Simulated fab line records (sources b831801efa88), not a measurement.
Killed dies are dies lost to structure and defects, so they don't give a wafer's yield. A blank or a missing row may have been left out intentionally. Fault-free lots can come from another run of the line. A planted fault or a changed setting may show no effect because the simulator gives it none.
Which tool did it? | flow sky130 | 33 wafers from 11 lots sampled at 5 of the route's 708 steps

## WHAT EACH GAUGE READ, for each wafer
SKY_CONTACT_BOW_MEAS_05. Usual: for CONTACT_BOW the level is 82 um and the standard deviation is 7.3.
lot  | measured     | on            | CONTACT_BOW (um) | flag
L385 | day 30 23:26 | film metro-03 | 74 76 75         |
L386 | day 31 06:02 | film metro-03 | 84 68 88         |
L389 | day 32 05:20 | film metro-02 | 81 89 93         |
L387 | day 32 07:28 | film metro-02 | 77 87 87         |
L391 | day 32 23:02 | film metro-02 | 84 86 83         |
L395 | day 34 06:53 | film metro-01 | 84 79 86         |
L396 | day 34 16:16 | film metro-01 | 87 76 75         |
L404 | day 37 01:32 | film metro-03 | 81 91 80         |
L405 | day 37 11:27 | film metro-01 | 69 72 74         |
L406 | day 37 16:01 | film metro-02 | 85 75 86         |
L407 | day 38 02:37 | film metro-02 | 73 87 91         |

## WHICH TOOL RAN EACH LOT (tool, then ch and the chambers of the sampled wafers, then the start)
lot  | SKY_GATE_OXIDE_STRIP_13              | SKY_LDD_N_COAT_02                 | SKY_LDD_N_STRIP_16                   | SKY_SD_N_RTA_14
L385 | plasma asher-01 ch 0,1, day 14 09:28 | litho track-03 ch 0, day 17 16:17 | plasma asher-03 ch 0,1, day 18 09:01 | rtp anneal-02 ch 0, day 28 11:27
L386 | plasma asher-04 ch 0, day 14 13:01   | litho track-03 ch 0, day 17 20:53 | plasma asher-03 ch 0, day 18 13:14   | rtp anneal-01 ch 0, day 28 16:54
L389 | plasma asher-04 ch 0,1, day 15 16:35 | litho track-02 ch 0, day 19 00:46 | plasma asher-01 ch 0,1, day 19 17:25 | rtp anneal-02 ch 0, day 29 18:47
L387 | plasma asher-01 ch 0,1, day 15 16:52 | litho track-02 ch 0, day 19 02:01 | plasma asher-01 ch 0,1, day 19 18:10 | rtp anneal-01 ch 0, day 29 20:56
L391 | plasma asher-01 ch 0,1, day 16 08:39 | litho track-01 ch 0, day 19 20:25 | plasma asher-01 ch 0,1, day 20 13:46 | rtp anneal-02 ch 0, day 30 12:20
L395 | plasma asher-01 ch 0,1, day 17 18:32 | litho track-01 ch 0, day 21 10:55 | plasma asher-04 ch 0,1, day 22 03:32 | rtp anneal-02 ch 0, day 31 21:13
L396 | plasma asher-02 ch 0,1, day 18 03:18 | litho track-01 ch 0, day 21 17:49 | plasma asher-04 ch 0,1, day 22 10:31 | rtp anneal-01 ch 0, day 32 05:31
L404 | plasma asher-04 ch 0,1, day 21 02:42 | litho track-02 ch 0, day 24 14:46 | plasma asher-04 ch 0,1, day 25 06:20 | rtp anneal-01 ch 0, day 34 17:58
L405 | plasma asher-02 ch 1, day 21 16:47   | litho track-02 ch 0, day 25 01:29 | plasma asher-04 ch 0,1, day 25 17:23 | rtp anneal-02 ch 0, day 35 03:35
L406 | plasma asher-04 ch 0,1, day 21 22:23 | litho track-02 ch 0, day 25 06:01 | plasma asher-03 ch 0,1, day 25 23:16 | rtp anneal-01 ch 0, day 35 08:16
L407 | plasma asher-01 ch 0,1, day 22 06:40 | litho track-02 ch 0, day 25 18:05 | plasma asher-01 ch 0,1, day 26 09:59 | rtp anneal-02 ch 0, day 35 18:25
- SKY_GATE_OXIDE_STRIP_13: strips in O2/N2.
- SKY_LDD_N_COAT_02: resist thk 300 nm.
- SKY_LDD_N_STRIP_16: strips in O2/N2.
- SKY_SD_N_RTA_14: time 2 s.

## AS READ BY THE TOOLS THEMSELVES (means over the sampled wafers that have a number; for cases with no such wafer, the mark the record gives instead)
SKY_GATE_OXIDE_STRIP_13. Usual: drypump motor current A 5.3 A, standard deviation 0.51; oes product au 0.716 a.u., standard deviation 0.0045; strip time to endpoint s 14.18 s, standard deviation 0.041.
lot  | tool            | drypump motor current A (A) | oes product au (a.u.) | strip time to endpoint s (s) | flag
L385 | plasma asher-01 | 5.0                         | 0.714                 | 14.23                        |
L386 | plasma asher-04 | 5.9                         | 0.713                 | 14.19                        |
L389 | plasma asher-04 | 5.5                         | 0.718                 | 14.11                        |
L387 | plasma asher-01 | 5.0                         | 0.715                 | 14.21                        |
L391 | plasma asher-01 | 5.0                         | 0.714                 | 14.17                        |
L395 | plasma asher-01 | 5.0                         | 0.710                 | 14.16                        |
L396 | plasma asher-02 | 5.8                         | 0.714                 | 14.15                        |
L404 | plasma asher-04 | 5.1                         | 0.714                 | 14.10                        |
L405 | plasma asher-02 | 5.6                         | 0.716                 | 14.22                        |
L406 | plasma asher-04 | 5.1                         | 0.717                 | 14.21                        |
L407 | plasma asher-01 | 5.0                         | 0.720                 | 14.24                        |

SKY_LDD_N_COAT_02. Usual: spin speed rpm 2999.7 rpm, standard deviation 1.7.
lot  | tool           | spin speed rpm (rpm) | flag
L385 | litho track-03 | 2999.2               |
L386 | litho track-03 | 2999.5               |
L389 | litho track-02 | 3000.5               |
L387 | litho track-02 | 2999.1               |
L391 | litho track-01 | 2999.4               |
L395 | litho track-01 | 2592.3               | OFF
L396 | litho track-01 | 2593.9               | OFF
L404 | litho track-02 | 2999.6               |
L405 | litho track-02 | 2998.4               |
L406 | litho track-02 | 2999.7               |
L407 | litho track-02 | 2999.2               |

SKY_LDD_N_STRIP_16. Usual: drypump motor current A 5.3 A, standard deviation 0.38; oes product au 0.406 a.u., standard deviation 0.0046; strip time to endpoint s 4.319 s, standard deviation 0.015.
lot  | tool            | drypump motor current A (A) | oes product au (a.u.) | strip time to endpoint s (s) | flag
L385 | plasma asher-03 | 5.4                         | 0.405                 | 4.315                        |
L386 | plasma asher-03 | 5.5                         | 0.405                 | 4.319                        |
L389 | plasma asher-01 | 5.0                         | 0.403                 | 4.330                        |
L387 | plasma asher-01 | 5.0                         | 0.404                 | 4.306                        |
L391 | plasma asher-01 | 5.0                         | 0.409                 | 4.305                        |
L395 | plasma asher-04 | 5.1                         | 0.418                 | 4.617                        | OFF
L396 | plasma asher-04 | 5.1                         | 0.420                 | 4.631                        | OFF
L404 | plasma asher-04 | 5.1                         | 0.408                 | 4.341                        |
L405 | plasma asher-04 | 5.5                         | 0.408                 | 4.318                        |
L406 | plasma asher-03 | 5.4                         | 0.406                 | 4.314                        |
L407 | plasma asher-01 | 5.0                         | 0.408                 | 4.346                        |

SKY_SD_N_RTA_14. Usual: chamber o2 ppm 2.001, standard deviation 0.018; lamp power pct 15.74 %, standard deviation 0.055; wafer_temp_C_max 1078.0, standard deviation 1.3.
lot  | tool          | chamber o2 ppm | lamp power pct (%) | wafer_temp_C_max | flag
L385 | rtp anneal-02 | 2.004          | 15.78              | 1077.2           |
L386 | rtp anneal-01 | 2.001          | 15.76              | 1077.5           |
L389 | rtp anneal-02 | 2.003          | 15.70              | 1076.7           |
L387 | rtp anneal-01 | 2.007          | 15.74              | 1078.3           |
L391 | rtp anneal-02 | 1.990          | 15.74              | 1077.4           |
L395 | rtp anneal-02 | 2.007          | 15.78              | 1079.7           |
L396 | rtp anneal-01 | 2.003          | 15.73              | 1078.5           |
L404 | rtp anneal-01 | 1.980          | 15.77              | 1078.6           |
L405 | rtp anneal-02 | 2.003          | 15.68              | 1078.0           |
L406 | rtp anneal-01 | 1.977          | 15.68              | 1077.9           |
L407 | rtp anneal-02 | 2.033          | 15.76              | 1077.7           |

## THE ANSWER, worked out from the rows above alone
Rule: a lot is off if the mean of its wafers that have a number lies more than 3 standard deviations from the usual mean. Also off: a lot with no number at a reading for which 4 or more lots have one. Where the step has rows for the other lots, those lots are counted as sound. After the gauges, taken in route order, come the tools' own readings; for these a lot's mean is taken, as printed above. The first step at which some lot is off is used, and at that step the reading that is off furthest; a lot without a number counts as furthest.
Off, at SKY_LDD_N_COAT_02 on spin speed rpm: L395, L396.
A tool fits if, at that step or a process step before it, it ran every lot that is off, and no sound lot after the first of them. One fits: litho track-01 at SKY_LDD_N_COAT_02. A fault onset in the window from L391 (day 19 20:25, its last sound lot) to L395 (day 21 10:55, its first lot off) fits.
On the lots that are off, the tool's own readings at SKY_LDD_N_COAT_02 differ by more than 5 times the standard deviation of the sound lots' means, which bears it out; spin speed rpm reads 2593.1 rpm there versus 2999.4 rpm on the sound lots.

## WHAT HAD BEEN PUT IN BY THE SIMULATOR
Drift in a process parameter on litho track-01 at SKY_LDD_N_COAT_02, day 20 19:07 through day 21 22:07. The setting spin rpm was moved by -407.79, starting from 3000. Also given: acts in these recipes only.
Shown lots that were struck: L395, L396. This agrees with what the rule above found.
